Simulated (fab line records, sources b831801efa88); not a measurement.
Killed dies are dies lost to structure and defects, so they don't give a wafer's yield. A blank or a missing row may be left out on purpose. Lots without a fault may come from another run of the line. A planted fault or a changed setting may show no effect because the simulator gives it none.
fab line records | flow sky130
record lots=7 wafers=21 last_day=50
route steps=708 shown POLY_GATE@236 LDD_N@237 LDD_P@255 PAD_OPEN@708
lots that met no fault: from a run of the same line without faults
start_h: hours from the record's first day to the start of the lot's first wafer shown | wait_h: hours since the lot's step before | " the same as in the row above | L1.1+2: a row that stands for several wafers | - no value, or no start given | * or withheld: withheld | < > ~ a bound
route shown NAME@n: a module of which the file shows steps, and the number in the route of the first | usual: mean/standard deviation of fault-free wafers | same: alike in all rows | chamber/n: place in a boat | sites: the reading at each site | _std_site: their standard deviation | _edge_site: outer sites' mean less inner sites' | radius_mm: how far each site lies from the wafer's centre | mask NAME#n: copy n | behind: the tool/chamber that last shaped the wafer | hold: why the lot was held/for how many hours/how that ended | device: the transistor (n, p or np) that didn't switch | end of line: the same wafers' tests at the end of the route | a step without rows: its recipe alone | killed: dies lost to structure and defects at the first sort, not the wafer's yield | map: a wafer's dies, x killed, . not, _ none there
set.NAME: the setting as run; set.NAME@STEP: as run at that earlier step | model.NAME: the simulator's own value behind a step, which no gauge read
lots at some steps of the route; a table a step, a row a wafer
services: from which hour (start_h, from the record's first day; less than 0 if before it) a tool's chamber was out of use, for how many hours, and why
## steps
# step SKY_POLY_GATE_CD_MEAS_22
# usual cd_nm=150.1/2
# columns lot.wafer tool chamber start_h wait_h cd_nm
L556.3 cd_sem-01 - 403.02 0.1 148.0
L556.4 " - " " 148.9
L556.6 " - " " 147.9
L560.1 cd_sem-01 - 435.22 0.1 145.6
L560.2 " - " " 146.4
L560.3 " - " " 150.4
L561.1 cd_sem-02 - 446.39 0.1 149.3
L561.2 " - " " 150.4
L561.3 " - " " 150.2
L565.3 cd_sem-01 - 479.35 0.1 150.9
L565.4 " - " " 150.7
L565.6 " - " " 150.8
L566.1 cd_sem-02 - 485.12 0.1 150.9
L566.2 " - " " 149.9
L566.5 " - " " 152.9
L571.2 cd_sem-01 - 536.06 0.1 146.9
L571.3 " - " " 148.7
L571.6 " - " " 146.6
L575.4 cd_sem-02 - 570.97 0.1 151.7
L575.5 " - " " 149.9
L575.6 " - " " 150.8
# step SKY_LDD_N_DEHYDRATE_00
# recipe temp_c=200 time_s=60
# step SKY_LDD_N_HMDS_01
# recipe prime_time_s=60 prime_temp_c=120
# step SKY_LDD_N_COAT_02
# recipe resist=NOVOLAK spin_rpm=3000 resist_thk_nm=300
# step SKY_LDD_N_SOFTBAKE_03
# recipe temp_c=90 time_s=60 resist=NOVOLAK
# step SKY_LDD_N_EXPOSE_04
# recipe mask_id=NTM target_cd_nm=840 na=0.6 source_shape=conventional sigma_outer=0.6 dose_mj=110
# step SKY_LDD_N_PEB_05
# recipe temp_c=withheld time_s=* resist=NOVOLAK
# step SKY_LDD_N_DEVELOP_06
# recipe develop_time_s=60 dev_temp_c=23
# step SKY_LDD_N_OVL_MEAS_07
# usual LDD_N_OVL=-0.6/1.3
# columns lot.wafer tool chamber start_h wait_h LDD_N_OVL[nm]
L556.3 overlay-02 - 432.93 0.1 0.7
L556.4 " - " " 0.6
L556.6 " - " " 0.1
L560.1 overlay-01 - 466.38 0.1 -0.8
L560.2 " - " " -1.1
L560.3 " - " " -1.2
L561.1 overlay-01 - 476.82 0.1 -0.3
L561.2 " - " " -1.2
L561.3 " - " " -1.5
L565.3 overlay-01 - 510.53 0.1 -0.8
L565.4 " - " " -0.4
L565.6 " - " " -1.7
L566.1 overlay-02 - 515.83 0.1 0.8
L566.2 " - " " -0.9
L566.5 " - " " -0.2
L571.2 overlay-01 - 565.67 0.1 -4.7
L571.3 " - " " -1.9
L571.6 " - " " -1.5
L575.4 overlay-01 - 599.89 0.1 2.0
L575.5 " - " " 0.8
L575.6 " - " " -0.2
# step SKY_LDD_N_IMPLANT_08
# recipe species=As energy_kev=20 dose_cm2=7.5e+13 tilt_deg=withheld rotation_deg=23
# step SKY_LDD_N_IMPLANT_09
# recipe species=As energy_kev=20 dose_cm2=7.5e+13 tilt_deg=withheld rotation_deg=113
# step SKY_LDD_N_IMPLANT_10
# recipe species=As energy_kev=20 dose_cm2=7.5e+13 tilt_deg=withheld rotation_deg=203
# step SKY_LDD_N_IMPLANT_11
# recipe species=As energy_kev=20 dose_cm2=7.5e+13 tilt_deg=withheld rotation_deg=293
# usual faraday_current_uA=422/9.5
# columns lot.wafer tool chamber start_h wait_h faraday_current_uA
L556.3 implanter-04 0 433.45 0.1 435
L556.4 " 0 " " 421
L556.6 " 0 " " 415
L556.3 implanter-04 0 433.77 0.3 424
L556.4 " 0 " " 424
L556.6 " 0 " " 414
L560.1 implanter-01 0 466.87 0.1 427
L560.2 " 0 " " 426
L560.3 " 0 " " 408
L560.1 implanter-01 0 467.18 0.3 425
L560.2 " 0 " " 404
L560.3 " 0 " " 421
L561.1 implanter-03 0 477.31 0.1 414
L561.2 " 0 " " 413
L561.3 " 0 " " 408
L565.3 implanter-01 0 511.06 0.1 425
L565.4 " 0 " " 426
L565.6 " 0 " " 422
L565.3 implanter-01 0 511.38 0.3 411
L565.4 " 0 " " 420
L565.6 " 0 " " 440
L566.1 implanter-01 0 516.32 0.1 428
L566.2 " 0 " " 425
L566.5 " 0 " " 428
L571.2 implanter-04 0 566.18 0.1 410
L571.3 " 0 " " 425
L571.6 " 0 " " 413
L575.4 implanter-03 0 600.43 0.1 424
L575.5 " 0 " " 425
L575.6 " 0 " " 413
# step SKY_LDD_N_IMPLANT_12
# recipe species=BF2 energy_kev=50 dose_cm2=5e+12 tilt_deg=30 rotation_deg=0
# step SKY_LDD_N_IMPLANT_13
# recipe species=BF2 energy_kev=50 dose_cm2=5e+12 tilt_deg=30 rotation_deg=90
# step SKY_LDD_N_IMPLANT_14
# recipe species=BF2 energy_kev=50 dose_cm2=5e+12 tilt_deg=30 rotation_deg=180
# step SKY_LDD_N_IMPLANT_15
# recipe species=BF2 energy_kev=50 dose_cm2=5e+12 tilt_deg=30 rotation_deg=270
# step SKY_LDD_N_STRIP_16
# recipe chemistry=O2/N2 power_w=1400 pressure_mtorr=1500 platen_temp_c=withheld o2_flow_sccm=3000 n2_flow_sccm=300 overash_fraction=0.5
# usual drypump_motor_current_A=5.74/0.13 o2_flow_sccm=3001/8.4 oes_product_au=0.407/0.0047 strip_time_to_endpoint_s=4.318/0.016
# columns lot.wafer tool chamber start_h wait_h drypump_motor_current_A o2_flow_sccm oes_product_au rf_hours_counter_h strip_time_to_endpoint_s
L556.3 plasma_asher-04 0 434.50 0.1 5.76 3010 0.409 - 4.524
L556.4 " 1 " " 5.87 3002 0.401 - 4.520
L556.6 " 0 " " 5.76 2989 0.400 - 4.502
L560.1 plasma_asher-04 0 467.93 0.1 5.75 2990 0.402 63 4.533
L560.2 " 1 " " 5.85 3005 0.405 63 4.530
L560.3 " 0 " " 5.74 3000 0.408 - 4.541
L561.1 plasma_asher-01 0 478.06 0.1 5.49 3007 0.405 3 4.302
L561.2 " 1 " " 5.72 2996 0.400 3 4.327
L561.3 " 0 " " 5.48 3007 0.414 - 4.314
L565.3 plasma_asher-02 0 512.11 0.1 5.62 2993 0.404 - 4.515
L565.4 " 1 " " 5.87 3008 0.415 - 4.530
L565.6 " 0 " " 5.62 2992 0.414 - 4.556
L566.1 plasma_asher-04 0 517.07 0.1 5.73 3008 0.416 68 4.316
L566.2 " 1 " " 5.86 3007 0.410 68 4.322
L566.5 " 0 " " 5.75 3001 0.401 - 4.341
L571.2 plasma_asher-04 1 566.90 0.1 5.90 3007 0.404 73 4.322
L571.3 " 1 " " 5.87 3007 0.400 - 4.325
L571.6 " 0 " " 5.75 2991 0.403 - 4.316
L575.4 plasma_asher-02 1 601.14 0.1 5.88 3007 0.415 - 4.318
L575.5 " 0 " " 5.62 3016 0.408 - 4.325
L575.6 " 1 " " 5.84 2998 0.407 - 4.316
# step SKY_LDD_N_TW_MEAS_17
# usual LDD_N_TW=2601/16
# columns lot.wafer tool chamber start_h wait_h LDD_N_TW
L556.3 film_metro-03 - 434.59 0.1 2702
L556.4 " - " " 2698
L556.6 " - " " 2689
L560.1 film_metro-04 - 468.03 0.1 2688
L560.2 " - " " 2681
L560.3 " - " " 2706
L561.1 film_metro-01 - 478.16 0.1 2601
L561.2 " - " " 2598
L561.3 " - " " 2595
L565.3 film_metro-04 - 512.20 0.1 2697
L565.4 " - " " 2692
L565.6 " - " " 2717
L566.1 film_metro-03 - 517.17 0.1 2597
L566.2 " - " " 2567
L566.5 " - " " 2586
L571.2 film_metro-04 - 567.01 0.1 2606
L571.3 " - " " 2596
L571.6 " - " " 2606
L575.4 film_metro-04 - 601.23 0.1 2619
L575.5 " - " " 2616
L575.6 " - " " 2605
# step SKY_LDD_P_DEHYDRATE_00
# recipe temp_c=200 time_s=60
# step SKY_PAD_OPEN_PROBE_99
# usual killed_at_M0_to_M3=44/7 killed_at_M4_up=3.4/1.7 killed_at_contacts=24/4.9 killed_at_front_end=15/4.5 killed_at_other=0.4/0.61 killed_dies=86/9.7 killed_open=47/7.1 killed_short=39/6.1
# same gross_dies=492 killed_at_back_side=0
# columns lot.wafer tool chamber start_h wait_h killed_at_M0_to_M3 killed_at_M4_up killed_at_contacts killed_at_front_end killed_at_other killed_dies killed_open killed_short model.etest.tip_n.rs_ohm_sq model.etest.nfet_01v8_lvt.vt_sat_v model.etest.nfet_01v8_turned.vt_sat_v model.etest.nfet_01v8.vt_sat_v
L556.3 prober-02 - 1102.59 0.2 38 3 30 9 1 81 52 29 387.7 0.5009 0.6196 0.6197
L556.4 prober-02 - 1102.64 0.2 47 4 25 13 0 89 50 39 387.2 0.5065 0.6211 0.6198
L556.6 prober-02 - 1102.74 0.2 41 7 27 13 0 88 41 47 388.1 0.507 0.6241 0.6189
L560.1 prober-01 - 1120.56 0.1 49 5 26 16 0 96 55 41 389.8 0.5153 0.6297 0.6301
L560.2 prober-01 - 1120.61 0.1 38 6 31 17 0 92 51 41 391.2 0.5132 0.6341 0.6315
L560.3 prober-01 - 1120.66 0.2 44 2 30 15 0 91 54 37 389.6 0.5216 0.6379 0.6386
L561.1 prober-02 - 1126.99 0.1 49 2 24 12 0 87 53 33 444.3 0.5487 0.6589 0.6569
L561.2 prober-02 - 1127.04 0.1 49 3 23 10 0 85 46 38 441.1 0.5544 0.66 0.6576
L561.3 prober-02 - 1127.09 0.2 48 4 23 15 2 92 48 44 441.6 0.5524 0.6619 0.6606
L565.3 prober-02 - 1147.31 0.2 51 4 30 13 2 100 61 39 386.1 0.5193 0.6402 0.6385
L565.4 prober-02 - 1147.36 0.2 51 1 27 19 0 98 56 42 385.2 0.508 0.6293 0.6272
L565.6 prober-02 - 1147.46 0.2 45 2 19 16 0 82 48 34 384.4 0.5153 0.6295 0.6265
L566.1 prober-01 - 1153.43 0.1 39 7 23 11 0 80 35 45 445.1 0.5329 0.6438 0.6402
L566.2 prober-01 - 1153.48 0.1 51 2 30 15 0 98 55 43 448 0.5256 0.6356 0.6375
L566.5 prober-01 - 1153.63 0.2 36 4 33 15 1 89 56 33 446.1 0.5365 0.6512 0.644
L571.2 prober-01 - 1181.53 0.1 51 2 26 21 0 100 60 39 440.2 0.5118 0.6233 0.6246
L571.3 prober-01 - 1181.58 0.2 50 3 25 15 0 93 47 43 438.9 0.5204 0.6395 0.6321
L571.6 prober-01 - 1181.73 0.2 34 5 29 14 0 82 49 33 445.5 0.519 0.6311 0.63
L575.4 prober-02 - 1202.99 0.2 35 4 25 17 0 81 42 39 431.9 0.537 0.6475 0.6452
L575.5 prober-02 - 1203.04 0.2 53 3 20 12 1 89 43 46 435.3 0.5316 0.6441 0.6466
L575.6 prober-02 - 1203.09 0.2 40 2 25 14 0 81 38 43 433.9 0.5316 0.6482 0.6442
# killed by level:class
L556.3 CONTACT:geometric_particle:open=12 VIA1:geometric_particle:open=9 LI_CONTACT:geometric_particle:open=8 VIA1:geometric_particle:short=6 VIA3:geometric_particle:open=6 METAL2:geometric_particle:short=5 CONTACT:geometric_particle:short=5 VIA2:geometric_particle:open=5
L556.4 VIA1:geometric_particle:open=8 CONTACT:geometric_particle:open=8 VIA3:geometric_particle:open=7 CONTACT:geometric_particle:short=6 VIA2:geometric_particle:open=6 METAL1:geometric_particle:short=6 METAL1:geometric_particle:open=5 METAL2:geometric_particle:short=5
L556.6 VIA1:geometric_particle:open=10 LI_CONTACT:geometric_particle:open=8 METAL4:geometric_particle:short=6 CONTACT:geometric_particle:open=6 METAL1:geometric_particle:short=6 METAL2:geometric_particle:short=5 VIA2:geometric_particle:short=5 FIELD_ISO:geometric_particle:open=4
L560.1 VIA3:geometric_particle:open=10 VIA2:geometric_particle:open=8 VIA1:geometric_particle:open=8 CONTACT:geometric_particle:open=7 LI_CONTACT:geometric_particle:open=7 VIA1:geometric_particle:short=6 METAL2:geometric_particle:short=6 LOCAL_INTERCONNECT:geometric_particle:short=5
L560.2 CONTACT:geometric_particle:open=13 VIA1:geometric_particle:open=10 CONTACT:geometric_particle:short=7 VIA2:geometric_particle:open=6 FIELD_ISO:geometric_particle:open=5 METAL4:geometric_particle:short=5 POLY_GATE:geometric_particle:open=4 LI_CONTACT:geometric_particle:short=4
L560.3 VIA1:geometric_particle:open=19 CONTACT:geometric_particle:open=15 FIELD_ISO:geometric_particle:short=5 POLY_GATE:geometric_particle:short=5 CONTACT:geometric_particle:short=5 VIA2:geometric_particle:open=5 LI_CONTACT:geometric_particle:open=4 VIA3:geometric_particle:open=4
L561.1 VIA2:geometric_particle:open=13 VIA1:geometric_particle:open=10 CONTACT:geometric_particle:open=9 VIA1:geometric_particle:short=7 LI_CONTACT:geometric_particle:open=7 VIA3:geometric_particle:open=7 POLY_GATE:geometric_particle:short=5 LOCAL_INTERCONNECT:geometric_particle:short=3
L561.2 VIA1:geometric_particle:open=11 LI_CONTACT:geometric_particle:open=8 CONTACT:geometric_particle:open=8 METAL1:geometric_particle:short=7 VIA1:geometric_particle:short=7 VIA3:geometric_particle:open=5 VIA3:geometric_particle:short=5 VIA2:geometric_particle:open=4
L561.3 VIA1:geometric_particle:open=16 CONTACT:geometric_particle:open=8 LOCAL_INTERCONNECT:geometric_particle:short=6 LI_CONTACT:geometric_particle:open=5 METAL1:geometric_particle:short=5 VIA2:geometric_particle:open=5 POLY_GATE:geometric_particle:short=4 VIA3:geometric_particle:open=4
L565.3 VIA1:geometric_particle:open=14 VIA3:geometric_particle:open=12 LI_CONTACT:geometric_particle:open=11 CONTACT:geometric_particle:open=7 VIA2:geometric_particle:open=7 LOCAL_INTERCONNECT:geometric_particle:short=6 FIELD_ISO:geometric_particle:short=5 METAL3:geometric_particle:short=5
L565.4 VIA1:geometric_particle:open=12 VIA3:geometric_particle:open=10 CONTACT:geometric_particle:open=8 FIELD_ISO:geometric_particle:open=7 LI_CONTACT:geometric_particle:open=7 METAL1:geometric_particle:short=7 LOCAL_INTERCONNECT:geometric_particle:short=6 METAL2:geometric_particle:short=5
L565.6 VIA1:geometric_particle:open=11 VIA3:geometric_particle:open=9 LI_CONTACT:geometric_particle:open=5 CONTACT:geometric_particle:short=5 CONTACT:geometric_particle:open=5 FIELD_ISO:geometric_particle:open=4 POLY_GATE:geometric_particle:short=4 VIA2:geometric_particle:open=4
L566.1 METAL1:geometric_particle:short=10 CONTACT:geometric_particle:open=8 CONTACT:geometric_particle:short=8 VIA2:geometric_particle:open=7 LI_CONTACT:geometric_particle:open=6 VIA3:geometric_particle:open=5 VIA1:geometric_particle:short=5 METAL4:geometric_particle:short=5
L566.2 CONTACT:geometric_particle:open=14 METAL1:geometric_particle:short=9 VIA1:geometric_particle:open=9 VIA2:geometric_particle:open=7 VIA3:geometric_particle:open=7 VIA1:geometric_particle:short=6 LI_CONTACT:geometric_particle:open=5 METAL2:geometric_particle:short=5
L566.5 LI_CONTACT:geometric_particle:open=18 CONTACT:geometric_particle:open=11 VIA2:geometric_particle:open=7 VIA1:geometric_particle:short=6 FIELD_ISO:geometric_particle:short=5 VIA2:geometric_particle:short=5 VIA1:geometric_particle:open=5 SPACER:geometric_particle:open=4
L571.2 VIA1:geometric_particle:open=20 CONTACT:geometric_particle:open=11 VIA2:geometric_particle:open=9 CONTACT:geometric_particle:short=7 METAL1:geometric_particle:short=5 POLY_GATE:geometric_particle:short=4 POLY_GATE:geometric_particle:open=4 LI_CONTACT:geometric_particle:open=4
L571.3 VIA1:geometric_particle:open=12 CONTACT:geometric_particle:open=8 LOCAL_INTERCONNECT:geometric_particle:short=5 VIA1:geometric_particle:short=5 VIA2:geometric_particle:open=5 VIA3:geometric_particle:short=5 VIA3:geometric_particle:open=5 FIELD_ISO:geometric_particle:open=4
L571.6 CONTACT:geometric_particle:open=14 CONTACT:geometric_particle:short=7 VIA3:geometric_particle:open=6 VIA2:geometric_particle:open=6 VIA1:geometric_particle:open=6 FIELD_ISO:geometric_particle:open=5 METAL1:geometric_particle:short=5 VIA1:geometric_particle:short=4
L575.4 VIA1:geometric_particle:open=9 POLY_GATE:geometric_particle:short=6 CONTACT:geometric_particle:short=6 CONTACT:geometric_particle:open=6 VIA2:geometric_particle:open=6 FIELD_ISO:geometric_particle:open=5 METAL1:geometric_particle:short=5 LI_CONTACT:geometric_particle:open=4
L575.5 VIA1:geometric_particle:open=11 CONTACT:geometric_particle:open=7 METAL1:geometric_particle:short=7 METAL2:geometric_particle:short=7 VIA2:geometric_particle:open=7 VIA3:geometric_particle:open=6 LOCAL_INTERCONNECT:geometric_particle:short=5 VIA1:geometric_particle:short=5
L575.6 POLY_GATE:geometric_particle:short=9 VIA1:geometric_particle:open=9 CONTACT:geometric_particle:open=8 VIA3:geometric_particle:open=7 METAL2:geometric_particle:short=6 LI_CONTACT:geometric_particle:open=5 LOCAL_INTERCONNECT:geometric_particle:short=4 CONTACT:geometric_particle:short=4
## services
# columns tool chamber start_h hours kind
implanter-01 - 409.69 1.7 repair
plasma_asher-01 - 421.25 9.0 pm
plasma_asher-01 0 421.25 9.0 vent_cycle
plasma_asher-01 1 421.25 9.0 vent_cycle
plasma_asher-01 0 430.25 - clean
plasma_asher-01 1 430.25 - clean
implanter-01 - 431.53 6.0 repair
implanter-01 - 433.84 0.5 repair
plasma_asher-02 - 442.21 5.1 repair
plasma_asher-01 - 446.57 1.9 repair
plasma_asher-01 - 450.67 1.9 repair
plasma_asher-01 - 457.51 12.3 repair
implanter-03 - 460.91 4.2 pm
implanter-04 - 492.69 3.7 repair
plasma_asher-01 - 507.00 1.2 repair
implanter-03 - 558.94 0.9 repair
## key
first_sign step=SKY_LDD_N_IMPLANT_11 reading=visit direction=added
effect step=SKY_LDD_N_STRIP_16 reading=strip_time_to_endpoint_s direction=up sigmas=13 usual=* struck=*
effect step=SKY_LDD_N_TW_MEAS_17 reading=LDD_N_TW direction=up sigmas=5.8 usual=2601 struck=2697
model_effect step=SKY_PAD_OPEN_PROBE_99 value=etest.tip_n.rs_ohm_sq without=440.8 struck=387.7
met_at SKY_LDD_N_IMPLANT_11
struck_wafers L556.3,L556.4,L556.6,L560.1,L560.2,L560.3,L565.3,L565.4,L565.6
tester_left_out L556,L560,L565
fault kind=repeated_step_whole tool=implanter-01,implanter-03,implanter-04 chamber=- onset_h=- steps=SKY_LDD_N_IMPLANT_11 times=1 scope=struck_lots_only
# tester_left_out: of these lots the tester's yield and bins aren't shown, on N5 and GAA mostly nor the transistor test; their killed dies are dies lost to structure and defects alone, not to doping, threshold or leakage, so they don't give the yield
